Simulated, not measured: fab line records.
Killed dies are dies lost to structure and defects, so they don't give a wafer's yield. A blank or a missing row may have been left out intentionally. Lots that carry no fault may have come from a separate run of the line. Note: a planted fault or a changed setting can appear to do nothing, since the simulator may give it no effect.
Matching of chambers    flow sky130    SKY_VIA2_CMP_02 on cmp-02: 4 sister chambers
The step polishes SiO2. 8 wafers are shown with their chamber, then 9 later ones without.

== WAFERS PAIRED WITH THEIR CHAMBERS ==
wafer   chamber  motor_current_A (A)  head_pressure_psi (psi)
L075.1  3        12.9                 3.995
L075.6  1        12.1                 4.005
L081.5  1        11.9                 4.008
L083.2  2        12.5                 4.005
L083.3  3        12.1                 4.005
L084.2  0        10.2                 4.008
L084.3  2        12.5                 4.004
L084.5  0        11.0                 4.000

== WAFERS WHOSE CHAMBER IS MISSING ==
wafer   motor_current_A (A)  head_pressure_psi (psi)
L085.2  12.3                 4.002
L085.3  12.4                 4.019
L085.4  12.0                 3.992
L090.3  10.9                 4.008
L090.4  12.6                 4.002
L090.5  12.8                 4.009
L093.1  12.1                 3.990
L093.2  11.1                 3.993
L093.4  11.9                 3.992

== WHICH CHAMBER EACH ONE RAN IN ==
wafer   from the rows above                in truth
L085.2  can't be placed: 3 or 2 or 1       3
L085.3  can't be placed: 1 or 2 or 3       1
L085.4  can't be placed: 3 or 2 or 1       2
L090.3  can't be placed: 0 or 1            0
L090.4  can't be placed: 3 or 2 or 1       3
L090.5  can't be placed: 2 or 1 or 3       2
L093.1  can't be placed: 3 or 2 or 1       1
L093.2  can't be placed: 0 or 1 or 3 or 2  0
L093.4  can't be placed: 3 or 2 or 1 or 0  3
0 of 9 placed correctly. Unplaceable from these rows: 9, with the true chamber sitting among the candidates in 9. Wrongly placed: 0.
How it was worked out, from the rows above alone: a wafer's distance from a chamber is the root of the sum, over the readings, of the square of ((its reading less the chamber's mean) divided by the reading's scatter). The wafer belongs to the nearest chamber; if the next one is less than 2 further off, it can't be placed. The mean given for a chamber averages the wafers shown for that chamber. The scatter: take each reading less its chamber's mean, square it, sum over the shown wafers, divide by the number of wafers less the number of chambers, and take the root.
